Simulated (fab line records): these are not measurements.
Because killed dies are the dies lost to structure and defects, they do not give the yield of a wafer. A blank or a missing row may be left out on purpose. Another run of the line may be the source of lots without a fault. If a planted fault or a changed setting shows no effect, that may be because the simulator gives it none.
fab line records    flow sky130    part 1 of 2: steps 1 to 24 of 33
record lots=5  wafers=15  last-day=50
route steps=708 shown LI_CONTACT@362 LOCAL_INTERCONNECT@387
lots that met no fault: taken from a fault-free run of the same line
start-h: the number of hours between the record's first day and the start of the first shown wafer of the lot    wait-h: hours since the lot's step before    " repeats the value in the row above    L1.1+2: a single row standing in for several wafers    - no value present, or no start provided    * or withheld: withheld    < > ~ a bound
route shown NAME@n: a module of which the file shows steps, and the number in the route of the first    usual: mean/standard deviation taken from wafers without a fault    same: alike in all rows    chamber/n: place in a boat    sites: readings site by site    _std_site: how widely they spread, as a standard deviation    _edge_site: outer sites' mean less inner sites'    radius-mm: how far each site lies from the wafer's centre    mask NAME#n: copy n    behind: the tool/chamber that last shaped the wafer    hold: why the lot was held/for how many hours/how that ended    device: transistor that didn't switch, given as n, p or np    end of line: the same wafers' tests at the end of the route    step lacking rows: just its recipe    killed: dies lost to structure and defects at the first sort, not the wafer's yield    map: a wafer's dies, x killed, . not, _ none there
set.NAME: the setting as run; set.NAME@STEP: as run at that earlier step    model.NAME: the simulator's own value behind a step, which no gauge read
a table for each step, a row for each wafer; lots at some steps of the route
services: a tool's chamber out of use, with start hour (start-h, from the record's first day; less than 0 if before it), hours out, and reason
## steps
# step SKY_LI_CONTACT_HDPCVD_00
# recipe material=PSG  target-thk-nm=930  sigma-open-frac=0.3  time-s=155  temp-c=600  sih4-flow-sccm=60  pressure-mtorr=6
# usual pressure-mtorr=6.000/0.011
lot.wafer  tool       chamber  start-h  wait-h  pressure-mtorr
L078.2     hdpcvd-02  0        689.96   0.0     6.001
L078.5     "          0        "        "       5.999
L078.6     "          2        "        "       5.997
L082.1     hdpcvd-01  1        723.42   0.0     6.017
L082.2     "          0        "        "       6.004
L082.6     "          0        "        "       6.030
L089.4     hdpcvd-01  0        774.91   0.1     6.007
L089.5     "          2        "        "       5.991
L089.6     "          1        "        "       5.999
L093.3     hdpcvd-01  2        804.66   0.1     6.001
L093.5     "          1        "        "       6.014
L093.6     "          2        "        "       5.998
L095.1     hdpcvd-01  2        822.81   0.0     5.985
L095.2     "          0        "        "       5.989
L095.3     "          1        "        "       6.010
# step SKY_LI_CONTACT_THK_MEAS_01
# recipe reads=PSG_of_LI_CONTACT_HDPCVD_00
# usual LI_CONTACT_HDPCVD_THK=920/10
lot.wafer  tool           chamber  start-h  wait-h  LI_CONTACT_HDPCVD_THK[nm]
L078.2     film-metro-01  -        690.07   0.1     918
L078.5     "              -        "        "       922
L078.6     "              -        "        "       914
L082.1     film-metro-04  -        723.52   0.1     936
L082.2     "              -        "        "       919
L082.6     "              -        "        "       933
L089.4     film-metro-04  -        774.99   0.0     918
L089.5     "              -        "        "       909
L089.6     "              -        "        "       921
L093.3     film-metro-02  -        804.78   0.1     928
L093.5     "              -        "        "       926
L093.6     "              -        "        "       929
L095.1     film-metro-02  -        822.91   0.1     899
L095.2     "              -        "        "       905
L095.3     "              -        "        "       920
# step SKY_LI_CONTACT_CMP_02
# recipe material=PSG  down-force-psi=4  platen-rpm=60  pad-velocity-m-s=0.94248
# usual motor-current-A=11.9/0.85  time-to-endpoint-s=31.9/2.8
lot.wafer  tool    chamber  start-h  wait-h  motor-current-A  time-to-endpoint-s
L078.2     cmp-02  1        690.17   0.1     12.2             30.1
L078.6     "       0        "        "       12.5             33.2
L078.5     "       1        "        "       13.3             30.3
L082.2     cmp-01  3        723.63   0.1     10.6             35.4
L082.1     "       0        "        "       12.9             33.4
L082.6     "       3        "        "       10.0             39.7
L089.4     cmp-02  2        775.07   0.1     11.8             32.4
L089.5     "       1        "        "       12.6             26.9
L089.6     "       2        "        "       11.4             29.7
L093.3     cmp-02  3        804.82   0.0     12.4             26.4
L093.5     "       3        "        "       12.8             28.6
L093.6     "       0        "        "       11.7             29.9
L095.3     cmp-01  2        823.02   0.1     12.9             30.5
L095.2     "       3        "        "       10.3             33.6
L095.1     "       0        "        "       12.2             28.0
# step SKY_LI_CONTACT_BOW_MEAS_03
# recipe mode=bow
# usual LI_CONTACT_BOW=57/7.3
lot.wafer  tool           chamber  start-h  wait-h  LI_CONTACT_BOW[um]
L078.2     film-metro-02  -        690.44   0.2     47
L078.5     "              -        "        "       55
L078.6     "              -        "        "       46
L082.1     film-metro-01  -        723.88   0.1     53
L082.2     "              -        "        "       56
L082.6     "              -        "        "       58
L089.4     film-metro-04  -        775.38   0.3     61
L089.5     "              -        "        "       77
L089.6     "              -        "        "       62
L093.3     film-metro-01  -        805.16   0.3     54
L093.5     "              -        "        "       53
L093.6     "              -        "        "       57
L095.1     film-metro-01  -        823.27   0.1     60
L095.2     "              -        "        "       67
L095.3     "              -        "        "       68
# step SKY_LI_CONTACT_DEHYDRATE_04
# recipe temp-c=200  time-s=60
# usual chill-plate-temp-C=22.99/0.12
lot.wafer  tool            chamber  start-h  wait-h  chill-plate-temp-C
L078.2     litho-track-03  0        704.07   13.6    23.08
L078.5     "               0        "        "       22.92
L078.6     "               0        "        "       22.92
L082.1     litho-track-03  0        736.65   12.7    23.09
L082.2     "               0        "        "       23.34
L082.6     "               0        "        "       23.20
L089.4     litho-track-01  0        788.08   12.7    22.94
L089.5     "               0        "        "       22.98
L089.6     "               0        "        "       23.09
L093.3     litho-track-03  0        818.00   12.8    22.90
L093.5     "               0        "        "       22.88
L093.6     "               0        "        "       22.92
L095.1     litho-track-03  0        835.65   12.4    22.97
L095.2     "               0        "        "       22.99
L095.3     "               0        "        "       22.87
# step SKY_LI_CONTACT_HMDS_05
# recipe prime-time-s=60  prime-temp-c=120
# usual chill-plate-temp-C=22.98/0.1  prime-temp-c=120.00/0.12
lot.wafer  tool            chamber  start-h  wait-h  chill-plate-temp-C  prime-temp-c
L078.2     litho-track-03  0        704.22   0.1     23.12               119.92
L078.5     "               0        "        "       23.00               119.92
L078.6     "               0        "        "       22.86               119.91
L082.1     litho-track-03  0        736.80   0.1     23.01               120.03
L082.2     "               0        "        "       23.08               120.15
L082.6     "               0        "        "       22.85               119.93
L089.4     litho-track-01  0        788.23   0.1     23.02               120.05
L089.5     "               0        "        "       23.05               119.95
L089.6     "               0        "        "       23.14               120.10
L093.3     litho-track-03  0        818.15   0.1     23.03               120.05
L093.5     "               0        "        "       23.13               120.16
L093.6     "               0        "        "       22.98               120.02
L095.1     litho-track-03  0        835.80   0.1     22.98               119.96
L095.2     "               0        "        "       22.96               119.98
L095.3     "               0        "        "       22.88               119.90
# step SKY_LI_CONTACT_COAT_06
# recipe resist=BARC  temp-c=withheld  time-s=withheld  spin-rpm=3000  resist-thk-nm=60
# usual chill-plate-temp-C=*  dispense-pressure-kPa=51.3/1.2
lot.wafer  tool            chamber  start-h  wait-h  chill-plate-temp-C  dispense-pressure-kPa
L078.2     litho-track-03  0        704.37   0.1     *                   52.7
L078.5     "               0        "        "       *                   52.7
L078.6     "               0        "        "       *                   52.7
L082.1     litho-track-03  0        736.95   0.1     *                   52.7
L082.2     "               0        "        "       *                   52.7
L082.6     "               0        "        "       *                   52.7
L089.4     litho-track-01  0        788.38   0.1     *                   49.9
L089.5     "               0        "        "       *                   49.9
L089.6     "               0        "        "       *                   49.9
L093.3     litho-track-03  0        818.30   0.1     *                   52.6
L093.5     "               0        "        "       *                   52.6
L093.6     "               0        "        "       *                   52.7
L095.1     litho-track-03  0        835.95   0.1     *                   52.7
L095.2     "               0        "        "       *                   52.7
L095.3     "               0        "        "       *                   52.7
# step SKY_LI_CONTACT_COAT_07
# recipe resist=KrF-thick  spin-rpm=3000  resist-thk-nm=450
# usual chill-plate-temp-C=23.00/0.1  dispense-pressure-kPa=51.3/1.2
lot.wafer  tool            chamber  start-h  wait-h  chill-plate-temp-C  dispense-pressure-kPa
L078.2     litho-track-03  0        -        -       23.00               52.6
L078.5     "               0        "        "       22.75               52.6
L078.6     "               0        "        "       22.72               52.6
L082.1     litho-track-03  0        -        -       22.97               52.7
L082.2     "               0        "        "       23.03               52.7
L082.6     "               0        "        "       23.03               52.7
L089.4     litho-track-01  0        -        -       23.09               49.9
L089.5     "               0        "        "       22.99               49.9
L089.6     "               0        "        "       23.05               49.9
L093.3     litho-track-03  0        -        -       22.89               52.7
L093.5     "               0        "        "       23.08               52.7
L093.6     "               0        "        "       23.21               52.8
L095.1     litho-track-03  0        -        -       22.98               52.7
L095.2     "               0        "        "       22.88               52.8
L095.3     "               0        "        "       22.89               52.8
# step SKY_LI_CONTACT_SOFTBAKE_08
# recipe temp-c=100  time-s=90  resist=KrF-thick
# usual chill-plate-temp-C=22.99/0.11
lot.wafer  tool            chamber  start-h  wait-h  chill-plate-temp-C
L078.2     litho-track-03  0        -        -       23.22
L078.5     "               0        "        "       23.03
L078.6     "               0        "        "       22.99
L082.1     litho-track-03  0        -        -       23.26
L082.2     "               0        "        "       23.05
L082.6     "               0        "        "       23.03
L089.4     litho-track-01  0        -        -       23.11
L089.5     "               0        "        "       23.09
L089.6     "               0        "        "       23.01
L093.3     litho-track-03  0        -        -       22.98
L093.5     "               0        "        "       22.95
L093.6     "               0        "        "       23.05
L095.1     litho-track-03  0        -        -       23.01
L095.2     "               0        "        "       23.09
L095.3     "               0        "        "       23.06
# step SKY_LI_CONTACT_EXPOSE_09
# recipe mask-id=LICM1  na=0.8  source-shape=annular  sigma-inner=0.55  sigma-outer=0.85  target-cd-nm=170  dose-mj=38
# usual focus-offset-nm=0.1/0.52
lot.wafer  tool            chamber  start-h  wait-h  mask     focus-offset-nm
L078.2     krf-scanner-02  0        -        -       LICM1#0  1.5
L078.5     "               0        "        "       LICM1#0  0.7
L078.6     "               0        "        "       LICM1#0  1.2
L082.1     krf-scanner-01  0        -        -       LICM1#0  0.2
L082.2     "               0        "        "       LICM1#0  -0.3
L082.6     "               0        "        "       LICM1#0  -0.2
L089.4     krf-scanner-01  0        -        -       LICM1#0  0.1
L089.5     "               0        "        "       LICM1#0  0.1
L089.6     "               0        "        "       LICM1#0  0.6
L093.3     krf-scanner-02  0        -        -       LICM1#0  0.2
L093.5     "               0        "        "       LICM1#0  0.4
L093.6     "               0        "        "       LICM1#0  0.2
L095.1     krf-scanner-02  0        -        -       LICM1#0  0.2
L095.2     "               0        "        "       LICM1#0  0.5
L095.3     "               0        "        "       LICM1#0  0.3
# step SKY_LI_CONTACT_PEB_10
# recipe peb-temp-c=withheld  peb-time-s=withheld  resist=KrF-thick
# usual chill-plate-temp-C=*
lot.wafer  tool            chamber  start-h  wait-h  chill-plate-temp-C
L078.2     litho-track-03  0        -        -       *
L078.5     "               0        "        "       *
L078.6     "               0        "        "       *
L082.1     litho-track-03  0        -        -       *
L082.2     "               0        "        "       *
L082.6     "               0        "        "       *
L089.4     litho-track-01  0        -        -       *
L089.5     "               0        "        "       *
L089.6     "               0        "        "       *
L093.3     litho-track-04  0        -        -       *
L093.5     "               0        "        "       *
L093.6     "               0        "        "       *
L095.1     litho-track-04  0        -        -       *
L095.2     "               0        "        "       *
L095.3     "               0        "        "       *
# step SKY_LI_CONTACT_DEVELOP_11
# recipe develop-time-s=60  resist=KrF-thick  dev-temp-c=21
# usual chill-plate-temp-C=23.02/0.12
lot.wafer  tool            chamber  start-h  wait-h  chill-plate-temp-C
L078.2     litho-track-03  0        -        -       23.29
L078.5     "               0        "        "       23.09
L078.6     "               0        "        "       23.04
L082.1     litho-track-03  0        -        -       22.85
L082.2     "               0        "        "       22.88
L082.6     "               0        "        "       22.87
L089.4     litho-track-01  0        -        -       23.02
L089.5     "               0        "        "       23.08
L089.6     "               0        "        "       23.00
L093.3     litho-track-04  0        -        -       23.19
L093.5     "               0        "        "       23.09
L093.6     "               0        "        "       23.26
L095.1     litho-track-04  0        -        -       23.00
L095.2     "               0        "        "       23.13
L095.3     "               0        "        "       22.99
# step SKY_LI_CONTACT_CD_MEAS_12
# recipe target-cd-nm=170
# usual cd-nm=170.1/1.6
lot.wafer  tool       chamber  start-h  wait-h  cd-nm
L078.2     cd-sem-01  -        719.18   -       170.9
L078.5     "          -        "        "       171.8
L078.6     "          -        "        "       170.7
L082.1     cd-sem-02  -        750.40   -       169.8
L082.2     "          -        "        "       168.6
L082.6     "          -        "        "       170.7
L089.4     cd-sem-02  -        801.94   -       172.4
L089.5     "          -        "        "       172.1
L089.6     "          -        "        "       172.8
L093.3     cd-sem-02  -        831.73   -       170.8
L093.5     "          -        "        "       168.4
L093.6     "          -        "        "       170.4
L095.1     cd-sem-02  -        849.14   -       169.7
L095.2     "          -        "        "       169.3
L095.3     "          -        "        "       168.2
# step SKY_LI_CONTACT_OVL_MEAS_13
# usual LI_CONTACT_OVL=-3/5.1
lot.wafer  tool        chamber  start-h  wait-h  LI_CONTACT_OVL[nm]
L078.2     overlay-02  -        719.29   0.1     -1
L078.5     "           -        "        "       1
L078.6     "           -        "        "       4
L082.1     overlay-01  -        750.52   0.1     4
L082.2     "           -        "        "       -3
L082.6     "           -        "        "       5
L089.4     overlay-02  -        802.02   0.1     -13
L089.5     "           -        "        "       -7
L089.6     "           -        "        "       -6
L093.3     overlay-02  -        831.82   0.1     -2
L093.5     "           -        "        "       1
L093.6     "           -        "        "       -1
L095.1     overlay-01  -        849.26   0.1     -2
L095.2     "           -        "        "       -1
L095.3     "           -        "        "       -6
# step SKY_LI_CONTACT_ETCH_14
# recipe chemistry=N2/H2  target=BARC  ion-energy-ev=200  source-w=500  bias-w=97.55  pressure-mtorr=30  n2-flow-sccm=100  h2-flow-sccm=200  stop-on=SiO2  time-s=45.9  target-depth-a=600
# usual drypump-motor-current-A=6.0/0.36  oes-product-au=0.854/0.0043  throttle-valve-pct=13.225/0.0088
lot.wafer  tool         chamber  start-h  wait-h  drypump-motor-current-A  oes-product-au  rf-hours-counter-h  throttle-valve-pct
L078.2     rie-diel-02  0        719.32   0.0     5.8                      0.864           16                  13.227
L078.5     "            2        "        "       5.4                      0.853           -                   13.206
L078.6     "            1        "        "       6.5                      0.861           -                   13.224
L082.1     rie-diel-03  2        750.55   0.0     6.5                      0.850           0                   13.204
L082.2     "            3        "        "       6.3                      0.856           8                   13.220
L082.6     "            1        "        "       5.9                      0.848           -                   13.226
L089.4     rie-diel-02  3        802.04   0.0     5.7                      0.849           6                   13.224
L089.5     "            3        "        "       5.7                      0.855           -                   13.227
L089.6     "            0        "        "       5.8                      0.856           -                   13.232
L093.3     rie-diel-03  0        831.84   0.0     6.2                      0.851           15                  13.228
L093.5     "            2        "        "       6.5                      0.855           -                   13.226
L093.6     "            1        "        "       5.9                      0.857           -                   13.232
L095.1     rie-diel-04  1        849.30   0.0     5.5                      0.861           19                  13.226
L095.2     "            0        "        "       5.5                      0.854           4                   13.222
L095.3     "            3        "        "       6.1                      0.859           2                   13.227
# step SKY_LI_CONTACT_ETCH_15
# recipe target=PSG  chemistry=C4F8/O2/Ar  stop-on=Si  taper-deg=4.15  mask-material=KrF-thick  source-w=1500  bias-w=1200  pressure-mtorr=40  c4f8-flow-sccm=withheld  O2_flow_sccm=6  Ar_flow_sccm=300  time-s=withheld  target-depth-a=6000
# usual oes-product-au=0.846/0.0045
lot.wafer  tool         chamber  start-h  wait-h  oes-product-au
L078.2     rie-diel-02  0        719.36   0.0     0.845
L078.5     "            2        "        "       0.843
L078.6     "            1        "        "       0.841
L082.1     rie-diel-03  2        750.59   0.0     0.844
L082.2     "            3        "        "       0.851
L082.6     "            1        "        "       0.844
L089.4     rie-diel-02  3        802.08   0.0     0.848
L089.5     "            3        "        "       0.844
L089.6     "            0        "        "       0.850
L093.3     rie-diel-03  0        831.89   0.0     0.847
L093.5     "            2        "        "       0.852
L093.6     "            1        "        "       0.845
L095.1     rie-diel-04  1        849.34   0.0     0.853
L095.2     "            0        "        "       0.843
L095.3     "            3        "        "       0.849
# step SKY_LI_CONTACT_STRIP_16
# recipe chemistry=O2/N2  power-w=1400  pressure-mtorr=1500  platen-temp-c=withheld  o2-flow-sccm=3000  n2-flow-sccm=300  overash-fraction=0.5
# usual drypump-motor-current-A=6.1/0.52  oes-product-au=0.376/0.0054  strip-time-to-endpoint-s=3.49/0.04
lot.wafer  tool             chamber  start-h  wait-h  drypump-motor-current-A  oes-product-au  rf-hours-counter-h  strip-time-to-endpoint-s
L078.2     plasma-asher-04  0        719.45   -       6.3                      0.380           100                 3.48
L078.5     "                0        "        "       6.3                      0.386           -                   3.55
L078.6     "                1        "        "       6.8                      0.385           -                   3.51
L082.1     plasma-asher-04  0        750.68   -       6.3                      0.381           1                   3.46
L082.2     "                1        "        "       6.8                      0.379           1                   3.51
L082.6     "                0        "        "       6.3                      0.370           -                   3.44
L089.4     plasma-asher-03  0        802.20   -       5.5                      0.373           -                   3.49
L089.5     "                0        "        "       5.5                      0.367           -                   3.49
L089.6     "                1        "        "       5.6                      0.375           -                   3.49
L093.3     plasma-asher-02  1        832.00   -       6.0                      0.380           -                   3.41
L093.5     "                1        "        "       6.0                      0.371           -                   3.49
L093.6     "                0        "        "       5.4                      0.374           -                   3.42
L095.1     plasma-asher-03  0        849.42   -       5.5                      0.381           102                 3.51
L095.2     "                1        "        "       5.6                      0.381           102                 3.51
L095.3     "                1        "        "       5.6                      0.368           -                   3.49
# step SKY_LI_CONTACT_CLEAN_17
# recipe chemistry=NMP  time-s=600  temp-c=60  dry=n2-spin
lot.wafer   tool          chamber  start-h  wait-h
L078.2+5+6  wet-bench-01  2        719.55   0.1
L082.1+2+6  wet-bench-01  2        750.78   0.1
L089.4+5+6  wet-bench-02  2        802.27   0.0
L093.3+5+6  wet-bench-02  0        832.07   0.0
L095.1+2+3  wet-bench-02  3        849.52   0.1
# step SKY_LI_CONTACT_PRE_CLEAN_18
# recipe gas=Ar  time-s=5.6  bias-v=358
lot.wafer   tool            chamber  start-h  wait-h
L078.2+5+6  pvd-sputter-02  -        719.72   0.0
L082.1+2+6  pvd-sputter-02  -        750.97   0.0
L089.4+5+6  pvd-sputter-03  -        802.44   0.0
L093.3+5+6  pvd-sputter-04  -        832.25   0.0
L095.1+2+3  pvd-sputter-03  -        849.73   0.0
# step SKY_LI_CONTACT_SPUTTER_19
# recipe material=Ti  target-thk-nm=20  chamber-pressure-pa=5  power-w=2500  substrate-temp-c=200  time-s=106.37
# usual throttle-valve-pct=30.0/1.2
lot.wafer  tool            chamber  start-h  wait-h  throttle-valve-pct
L078.2     pvd-sputter-02  -        719.74   0.0     30.6
L078.5     "               -        "        "       30.5
L078.6     "               -        "        "       29.3
L082.1     pvd-sputter-02  -        750.99   0.0     29.3
L082.2     "               -        "        "       30.8
L082.6     "               -        "        "       29.2
L089.4     pvd-sputter-03  -        802.46   0.0     28.3
L089.5     "               -        "        "       31.9
L089.6     "               -        "        "       28.2
L093.3     pvd-sputter-04  -        832.27   0.0     31.7
L093.5     "               -        "        "       31.3
L093.6     "               -        "        "       28.4
L095.1     pvd-sputter-03  -        849.75   0.0     31.9
L095.2     "               -        "        "       29.1
L095.3     "               -        "        "       29.9
# step SKY_LI_CONTACT_SPUTTER_20
# recipe material=TiN  target-thk-nm=20  chamber-pressure-pa=5  power-w=4000  time-s=80
# usual throttle-valve-pct=30.0/1.2
lot.wafer  tool            chamber  start-h  wait-h  throttle-valve-pct
L078.2     pvd-sputter-02  -        719.82   0.0     30.6
L078.5     "               -        "        "       30.5
L078.6     "               -        "        "       29.3
L082.1     pvd-sputter-02  -        751.08   0.0     29.3
L082.2     "               -        "        "       30.7
L082.6     "               -        "        "       29.3
L089.4     pvd-sputter-03  -        802.54   0.0     28.4
L089.5     "               -        "        "       31.9
L089.6     "               -        "        "       28.7
L093.3     pvd-sputter-04  -        832.34   0.0     31.9
L093.5     "               -        "        "       30.9
L093.6     "               -        "        "       28.6
L095.1     pvd-sputter-03  -        849.83   0.0     31.4
L095.2     "               -        "        "       29.1
L095.3     "               -        "        "       29.9
# step SKY_LI_CONTACT_CVD_21
# recipe material=W  target-thk-nm=400  time-s=120.56  temp-c=400  pressure-torr=40
# usual chamber-pressure-Torr=40.00/0.1  heater-power-w=844/42
lot.wafer  tool      chamber  start-h  wait-h  chamber-pressure-Torr  heater-power-w  since-wet-clean-h
L078.2     cvd-w-02  0        719.88   0.0     40.01                  875             816
L078.5     "         0        "        "       39.93                  879             -
L078.6     "         1        "        "       40.04                  801             -
L082.1     cvd-w-02  0        751.15   0.0     39.92                  878             847
L082.2     "         1        "        "       39.94                  796             847
L082.6     "         0        "        "       40.18                  893             -
L089.4     cvd-w-01  1        802.64   0.1     39.94                  836             -
L089.5     "         1        "        "       39.87                  820             -
L089.6     "         0        "        "       40.00                  870             -
L093.3     cvd-w-01  1        832.49   0.1     40.00                  807             -
L093.5     "         1        "        "       40.08                  808             -
L093.6     "         1        "        "       40.06                  827             -
L095.1     cvd-w-01  1        849.89   0.0     39.97                  811             446
L095.2     "         0        "        "       39.99                  869             446
L095.3     "         0        "        "       40.07                  892             -
# step SKY_LI_CONTACT_RS_MEAS_22
# recipe thk-meas-gauge=four-point-probe  reads=W_of_LI_CONTACT_CVD_21+TiN_of_LI_CONTACT_SPUTTER_20+Ti_of_LI_CONTACT_SPUTTER_19
# usual LI_CONTACT_W_RS=0.287/0.0049
lot.wafer  tool           chamber  start-h  wait-h  LI_CONTACT_W_RS[ohm/sq]
L078.2     film-metro-04  -        720.02   0.1     0.290
L078.5     "              -        "        "       0.289
L078.6     "              -        "        "       0.291
L082.1     film-metro-01  -        751.27   0.1     0.292
L082.2     "              -        "        "       0.289
L082.6     "              -        "        "       0.291
L089.4     film-metro-02  -        802.78   0.1     0.284
L089.5     "              -        "        "       0.283
L089.6     "              -        "        "       0.280
L093.3     film-metro-01  -        832.69   0.2     0.285
L093.5     "              -        "        "       0.284
L093.6     "              -        "        "       0.287
L095.1     film-metro-04  -        850.01   0.1     0.277
L095.2     "              -        "        "       0.280
L095.3     "              -        "        "       0.277
# step SKY_LI_CONTACT_THK_MEAS_23
# recipe thk-meas-gauge=xrf  reads=W_of_LI_CONTACT_CVD_21
# usual LI_CONTACT_W_THK=408/12
lot.wafer  tool           chamber  start-h  wait-h  LI_CONTACT_W_THK[nm]
L078.2     film-metro-04  -        720.13   0.1     411
L078.5     "              -        "        "       412
L078.6     "              -        "        "       411
L082.1     film-metro-01  -        751.39   0.1     391
L082.2     "              -        "        "       397
L082.6     "              -        "        "       393
L089.4     film-metro-02  -        802.87   0.1     421
L089.5     "              -        "        "       418
L089.6     "              -        "        "       425
L093.3     film-metro-01  -        832.79   0.1     405
L093.5     "              -        "        "       405
L093.6     "              -        "        "       400
L095.1     film-metro-04  -        850.13   0.1     433
L095.2     "              -        "        "       423
L095.3     "              -        "        "       429
